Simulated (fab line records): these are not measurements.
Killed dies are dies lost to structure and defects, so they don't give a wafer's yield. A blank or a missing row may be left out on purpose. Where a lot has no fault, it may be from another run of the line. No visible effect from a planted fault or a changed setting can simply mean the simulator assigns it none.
Chamber matching + flow sky130 + SKY_LI_CONTACT_ETCH_14 on rie_diel-02 has 4 sister chambers
The step etches BARC in N2/H2, stops on SiO2, time 45.9 s, target depth 60 nm. 4 wafers are shown with their chamber, then 10 later ones without.

== EACH WAFER AND ITS CHAMBER ==
| wafer  | chamber | throttle_valve_pct (%) |
|--------|---------|------------------------|
| L080.4 | 3       | 13.225                 |
| L085.4 | 1       | 13.226                 |
| L090.1 | 2       | 13.242                 |
| L090.4 | 0       | 13.225                 |

== WAFERS WITHOUT THEIR CHAMBER ==
| wafer  | throttle_valve_pct (%) |
|--------|------------------------|
| L090.5 | 13.227                 |
| L087.1 | 13.238                 |
| L087.2 | 13.229                 |
| L087.3 | 13.243                 |
| L092.1 | 13.219                 |
| L092.2 | 13.232                 |
| L092.3 | 13.218                 |
| L095.1 | 13.216                 |
| L095.2 | 13.227                 |
| L095.5 | 13.237                 |

== WHICH CHAMBER EACH WENT THROUGH ==
| wafer  | from the rows above               | in truth                   |
|--------|-----------------------------------|----------------------------|
| L090.5 | can't be placed: 1 or 0 or 3      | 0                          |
| L087.1 | can't be placed: 2 or 1 or 0 or 3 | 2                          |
| L087.2 | can't be placed: 1 or 0 or 3 or 2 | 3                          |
| L087.3 | 2                                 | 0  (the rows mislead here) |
| L092.1 | can't be placed: 0 or 3 or 1      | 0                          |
| L092.2 | can't be placed: 1 or 0 or 3 or 2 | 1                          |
| L092.3 | can't be placed: 0 or 3 or 1      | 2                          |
| L095.1 | can't be placed: 0 or 3 or 1      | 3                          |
| L095.2 | can't be placed: 1 or 0 or 3      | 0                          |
| L095.5 | can't be placed: 2 or 1 or 0 or 3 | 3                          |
Correct placement for 0 of the 10. Can't be placed from these rows: 9 (the true chamber is among the candidates in 8). Wrongly placed: 1.
How it was worked out, from the rows above alone: a wafer's distance from a chamber is the root of the sum, over the readings, of the square of ((its reading less the chamber's mean) divided by the reading's scatter). If the next closest chamber is less than 2 further off than the closest, the wafer can't be placed; otherwise it belongs to the closest. For every chamber, the mean is computed from those of its wafers that are shown. The scatter: root of mean squared gap, hidden wafer to nearest shown wafer, with one shown wafer a chamber.
